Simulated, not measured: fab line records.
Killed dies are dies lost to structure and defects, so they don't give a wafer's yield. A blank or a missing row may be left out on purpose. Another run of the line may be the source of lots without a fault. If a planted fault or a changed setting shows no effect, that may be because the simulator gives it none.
Which tool was responsible? || flow gf180mcu || Sampling: 6 lots, 18 wafers, 3 of 602 route steps

== WHAT THE GAUGES READ, wafer by wafer ==
GF_V4_THK_MEAS_03.
{"lot": "L789", "measured": "day 24 18:32", "on": "filmMetro-01", "V4_CVD_02_THK (nm)": "862 884 858"}
{"lot": "L792", "measured": "day 26 04:59", "on": "filmMetro-02", "V4_CVD_02_THK (nm)": "861 860 857"}
{"lot": "L794", "measured": "day 26 21:52", "on": "filmMetro-02", "V4_CVD_02_THK (nm)": "840 841 858"}
{"lot": "L796", "measured": "day 27 06:07", "on": "filmMetro-02", "V4_CVD_02_THK (nm)": "851 847 857"}
{"lot": "L801", "measured": "day 28 18:53", "on": "filmMetro-01", "V4_CVD_02_THK (nm)": "837 860 849"}
{"lot": "L806", "measured": "day 30 04:52", "on": "filmMetro-04", "V4_CVD_02_THK (nm)": "835 860 863"}

== EACH LOT AND THE TOOL THAT RAN IT (in order: tool; ch and the chambers of the sampled wafers; start) ==
{"lot": "L789", "GF_VT_IMPLANT_STRIP_09": "plasmaAsher-04 ch 1, day 6 06:04", "GF_M3_SPUTTER_04": "pvdSputter-01, day 21 16:47"}
{"lot": "L792", "GF_VT_IMPLANT_STRIP_09": "plasmaAsher-01 ch 0,1, day 7 02:20", "GF_M3_SPUTTER_04": "pvdSputter-04, day 23 04:50"}
{"lot": "L794", "GF_VT_IMPLANT_STRIP_09": "plasmaAsher-01 ch 0,1, day 7 12:50", "GF_M3_SPUTTER_04": "pvdSputter-04, day 24 00:09"}
{"lot": "L796", "GF_VT_IMPLANT_STRIP_09": "plasmaAsher-03 ch 0,1, day 8 03:01", "GF_M3_SPUTTER_04": "pvdSputter-03, day 24 07:58"}
{"lot": "L801", "GF_VT_IMPLANT_STRIP_09": "plasmaAsher-03 ch 0,1, day 9 12:56", "GF_M3_SPUTTER_04": "pvdSputter-03, day 26 01:26"}
{"lot": "L806", "GF_VT_IMPLANT_STRIP_09": "plasmaAsher-01 ch 0,1, day 10 19:08", "GF_M3_SPUTTER_04": "pvdSputter-03, day 27 13:22"}
- GF_VT_IMPLANT_STRIP_09: strips in O2/N2.
- GF_M3_SPUTTER_04: material TiN, target thk 50 nm, time 41.7 s.

== THE ANSWER, worked out from the rows above alone ==
Rule: the usual values come from the lots themselves. Put in order of their means at a reading, lots are off if they are a third of the lots or fewer, leave a main group of 4 or more, and stand apart from it by a gap of 3 or more times the standard deviation of the main group's means; of several such gaps the widest counts. A main group whose means are all the same, to the digits that the tables above print for the reading, isn't used. Also off: a lot with no number at a reading for which 4 or more lots have one. All remaining lots with rows at the step are treated as sound.
No lot is off on any of the readings shown, so nothing can be concluded from this.

== WHAT THE SIMULATOR HAD INSERTED ==
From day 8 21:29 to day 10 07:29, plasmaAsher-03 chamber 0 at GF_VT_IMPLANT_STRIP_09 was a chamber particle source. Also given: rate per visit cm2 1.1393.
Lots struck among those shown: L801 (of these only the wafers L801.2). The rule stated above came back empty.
